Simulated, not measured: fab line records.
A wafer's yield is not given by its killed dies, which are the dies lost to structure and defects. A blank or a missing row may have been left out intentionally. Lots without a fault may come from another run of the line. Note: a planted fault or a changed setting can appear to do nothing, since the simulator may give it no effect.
Which of the tools did it?	flow gf180mcu	14 lots, 42 wafers sampled, at 5 steps of a route of 602

WHAT THE GAUGES SHOWED, per wafer
GF_V5_OVL_MEAS_15. Usual: for V5_OVL the level is 4 nm and the standard deviation is 6.1.
lot	measured	on	V5_OVL (nm)	flag
L145	day 27 03:04	overlay-01	-1 0 -3	
L147	day 27 17:13	overlay-01	-1 4 -3	
L148	day 27 22:05	overlay-02	14 3 9	
L150	day 29 00:05	overlay-02	-6 6 3	
L151	day 29 06:28	overlay-01	11 5 13	
L152	day 29 11:59	overlay-02	6 10 3	
L161	day 32 00:34	overlay-01	9 10 11	
L162	day 32 08:56	overlay-01	-4 -2 -2	
L164	day 32 14:28	overlay-01	0 2 -1	
L166	day 33 00:20	overlay-02	11 5 7	
L167	day 33 07:08	overlay-02	15 11 9	
L168	day 33 11:32	overlay-02	-2 -6 -3	

WHICH TOOL RAN EACH LOT (tool, then ch and the chambers of the sampled wafers, then the start)
lot	GF_MIM_SPUTTER_04	GF_MIM_STRIP_20	GF_M5_ETCH_09	GF_M5_STRIP_11
L145	pvd_sputter-04, day 24 09:58	plasma_asher-04 ch 0,1, day 25 07:52	rie_diel-02 ch 0,2,3, day 26 05:01	plasma_asher-01 ch 0,1, day 26 05:08
L147	pvd_sputter-02, day 25 00:41	plasma_asher-04 ch 0,1, day 25 21:55	rie_diel-02 ch 0,1,2, day 26 19:37	plasma_asher-04 ch 0,1, day 26 19:44
L148	pvd_sputter-01, day 25 07:37	plasma_asher-02 ch 0,1, day 26 04:23	rie_diel-01 ch 1,2, day 27 01:19	plasma_asher-03 ch 0,1, day 27 01:35
L150	pvd_sputter-04, day 26 09:23	plasma_asher-02 ch 0,1, day 27 06:03	rie_diel-01 ch 1,3, day 28 02:35	plasma_asher-01 ch 0,1, day 28 02:52
L151	pvd_sputter-02, day 26 15:41	plasma_asher-04 ch 0,1, day 27 12:35	rie_diel-03 ch 0,1,2, day 28 08:49	plasma_asher-04 ch 0,1, day 28 09:05
L152	pvd_sputter-02, day 26 23:58	plasma_asher-04 ch 0,1, day 27 19:47	rie_diel-02 ch 1,2, day 28 15:46	plasma_asher-03 ch 0,1, day 28 16:00
L157	pvd_sputter-01, day 28 23:58	plasma_asher-04 ch 0,1, day 29 19:18	rie_diel-01 ch 0,1, day 30 14:34	plasma_asher-04 ch 0,1, day 30 14:43
L158	pvd_sputter-01, day 29 03:13	plasma_asher-04 ch 0,1, day 29 22:25	rie_diel-02 ch 0,3, day 30 16:34	plasma_asher-03 ch 0,1, day 30 16:44
L161	pvd_sputter-01, day 29 16:20	plasma_asher-02 ch 0,1, day 30 10:58	rie_diel-02 ch 1,2,3, day 31 05:46	plasma_asher-04 ch 0,1, day 31 05:53
L162	pvd_sputter-01, day 30 02:23	plasma_asher-04 ch 0,1, day 30 20:56	rie_diel-02 ch 0,1,3, day 31 14:50	plasma_asher-03 ch 0,1, day 31 15:01
L164	pvd_sputter-02, day 30 08:50	plasma_asher-03 ch 0,1, day 31 03:02	rie_diel-03 ch 0,1,3, day 31 20:37	plasma_asher-01 ch 0,1, day 31 20:47
L166	pvd_sputter-01, day 30 18:28	plasma_asher-03 ch 0,1, day 31 12:16	rie_diel-02 ch 0,1,3, day 32 06:22	plasma_asher-03 ch 0,1, day 32 06:29
L167	pvd_sputter-04, day 31 02:57	plasma_asher-03 ch 0,1, day 31 20:11	rie_diel-03 ch 0,1,3, day 32 13:17	plasma_asher-03 ch 0,1, day 32 13:28
L168	pvd_sputter-04, day 31 07:52	plasma_asher-02 ch 0,1, day 32 00:56	rie_diel-01 ch 0,1,2, day 32 18:01	plasma_asher-01 ch 0,1, day 32 18:11
- GF_MIM_SPUTTER_04: material TiN, target thk 50 nm, time 41.7 s.
- GF_MIM_STRIP_20: strips in O2/N2.
- GF_M5_ETCH_09: etches Si3N4 in CF4/O2, target depth 52 nm, time 11.6 s.
- GF_M5_STRIP_11: strips in O2/N2.

WHAT THE TOOLS THEMSELVES READ (means of the sampled wafers that have a number; where no wafer has one, the mark that the record gives instead)
GF_MIM_SPUTTER_04. Usual: cathode_dc_power_W 6500.0 W, standard deviation 1.2; throttle_valve_pct 30.1 %, standard deviation 1.2.
lot	tool	cathode_dc_power_W (W)	throttle_valve_pct (%)	flag
L145	pvd_sputter-04	6499.6	30.2	
L147	pvd_sputter-02	6500.2	30.9	
L148	pvd_sputter-01	6499.6	29.2	
L150	pvd_sputter-04	6500.0	29.3	
L151	pvd_sputter-02	6500.3	29.9	
L152	pvd_sputter-02	6499.7	30.6	
L157	pvd_sputter-01	6499.2	29.3	
L158	pvd_sputter-01	6499.7	30.6	
L161	pvd_sputter-01	6499.8	29.7	
L162	pvd_sputter-01	6499.5	29.0	
L164	pvd_sputter-02	6500.2	29.2	
L166	pvd_sputter-01	6499.5	30.3	
L167	pvd_sputter-04	6499.9	29.8	
L168	pvd_sputter-04	6499.8	30.1	

GF_MIM_STRIP_20. Usual: drypump_motor_current_A 6.1 A, standard deviation 0.37; heater_power_w 355 W, standard deviation 40; oes_product_au 0.691 a.u., standard deviation 0.0057; platen_temp_c 249.99 C, standard deviation 0.17; strip_time_to_endpoint_s 11.22 s, standard deviation 0.058.
lot	tool	drypump_motor_current_A (A)	heater_power_w (W)	oes_product_au (a.u.)	platen_temp_c (C)	strip_time_to_endpoint_s (s)	flag
L145	plasma_asher-04	6.2	316	0.700	250.11	11.30	
L147	plasma_asher-04	6.2	321	0.690	250.02	11.18	
L148	plasma_asher-02	6.3	405	0.690	249.92	11.26	
L150	plasma_asher-02	6.3	400	0.683	249.77	11.10	
L151	plasma_asher-04	6.2	321	0.689	249.95	11.12	
L152	plasma_asher-04	6.2	324	0.692	250.09	11.26	
L157	plasma_asher-04	6.2	324	0.685	250.17	11.17	
L158	plasma_asher-04	6.1	316	0.690	250.02	11.26	
L161	plasma_asher-02	6.2	402	0.692	249.86	11.27	
L162	plasma_asher-04	6.2	315	0.691	249.83	11.21	
L164	plasma_asher-03	5.5	337	0.686	250.04	11.19	
L166	plasma_asher-03	5.5	338	0.691	250.05	11.16	
L167	plasma_asher-03	5.8	332	0.688	250.05	11.20	
L168	plasma_asher-02	6.2	399	0.690	249.97	11.19	

GF_M5_ETCH_09. Usual: O2_flow_sccm 10.00 sccm, standard deviation 0.032; bias_w 150.0 W, standard deviation 0.44; drypump_motor_current_A 5.7 A, standard deviation 0.41; oes_product_au 0.998 a.u., standard deviation 0.011; throttle_valve_pct 5.969 %, standard deviation 0.0097.
lot	tool	O2_flow_sccm (sccm)	bias_w (W)	drypump_motor_current_A (A)	oes_product_au (a.u.)	throttle_valve_pct (%)	flag
L145	rie_diel-02	9.99	150.2	5.9	0.998	5.966	
L147	rie_diel-02	10.00	149.7	5.5	1.013	5.973	
L148	rie_diel-01	10.01	150.0	5.7	1.010	5.968	
L150	rie_diel-01	9.97	150.3	5.8	0.997	5.977	
L151	rie_diel-03	10.01	149.9	5.3	0.998	5.968	
L152	rie_diel-02	10.01	149.3	5.3	1.004	5.968	
L157	rie_diel-01	-	-	-	-	-	OFF
L158	rie_diel-02	-	-	-	-	-	OFF
L161	rie_diel-02	9.99	150.4	5.7	1.013	5.976	
L162	rie_diel-02	10.02	150.2	5.8	1.000	5.964	
L164	rie_diel-03	9.99	149.9	5.5	0.995	5.971	
L166	rie_diel-02	9.96	149.9	5.8	0.992	5.968	
L167	rie_diel-03	9.99	150.3	5.4	0.999	5.970	
L168	rie_diel-01	10.02	149.5	5.9	0.996	5.964	

GF_M5_STRIP_11. Usual: drypump_motor_current_A 5.8 A, standard deviation 0.63; heater_power_w 333 W, standard deviation 19; oes_product_au 0.543 a.u., standard deviation 0.0051; platen_temp_c 250.00 C, standard deviation 0.16; strip_time_to_endpoint_s 7.52 s, standard deviation 0.049.
lot	tool	drypump_motor_current_A (A)	heater_power_w (W)	oes_product_au (a.u.)	platen_temp_c (C)	strip_time_to_endpoint_s (s)	flag
L145	plasma_asher-01	5.4	328	0.539	250.09	7.47	
L147	plasma_asher-04	6.1	313	0.543	249.89	7.54	
L148	plasma_asher-03	5.5	340	0.542	250.01	7.49	
L150	plasma_asher-01	6.1	342	0.539	250.15	7.49	
L151	plasma_asher-04	6.1	320	0.540	249.90	7.49	
L152	plasma_asher-03	5.5	341	0.546	249.93	7.60	
L157	plasma_asher-04	6.2	324	0.558	249.95	7.89	OFF
L158	plasma_asher-03	5.8	330	0.559	250.09	7.80	OFF
L161	plasma_asher-04	6.2	325	0.545	249.84	7.58	
L162	plasma_asher-03	5.8	332	0.539	250.21	7.50	
L164	plasma_asher-01	5.4	326	0.543	250.10	7.51	
L166	plasma_asher-03	5.5	341	0.544	249.89	7.56	
L167	plasma_asher-03	5.8	335	0.542	250.05	7.54	
L168	plasma_asher-01	5.4	328	0.550	250.04	7.54	

THE ANSWER, worked out from the rows above alone
Rule: a lot is off if the mean of its wafers that have a number lies more than 3 standard deviations from the usual mean. A lot without any number at a reading at which 4 lots or more have one is off too. All remaining lots with rows at the step are treated as sound. Order of review: gauges by route order, followed by the tools' own readings, for which a lot's mean as printed above is used. At the first step where some lot is off, the reading lying furthest off is the one used; lots without a number count as furthest.
Off: L157, L158, at GF_M5_ETCH_09 (O2_flow_sccm). Without a number there: L157, L158.
If a tool, at that step or one of the process steps before it, ran each lot that is off and ran no sound lot following the first of them, it fits. Of those tried, none fits.

WHAT HAD BEEN PUT IN BY THE SIMULATOR
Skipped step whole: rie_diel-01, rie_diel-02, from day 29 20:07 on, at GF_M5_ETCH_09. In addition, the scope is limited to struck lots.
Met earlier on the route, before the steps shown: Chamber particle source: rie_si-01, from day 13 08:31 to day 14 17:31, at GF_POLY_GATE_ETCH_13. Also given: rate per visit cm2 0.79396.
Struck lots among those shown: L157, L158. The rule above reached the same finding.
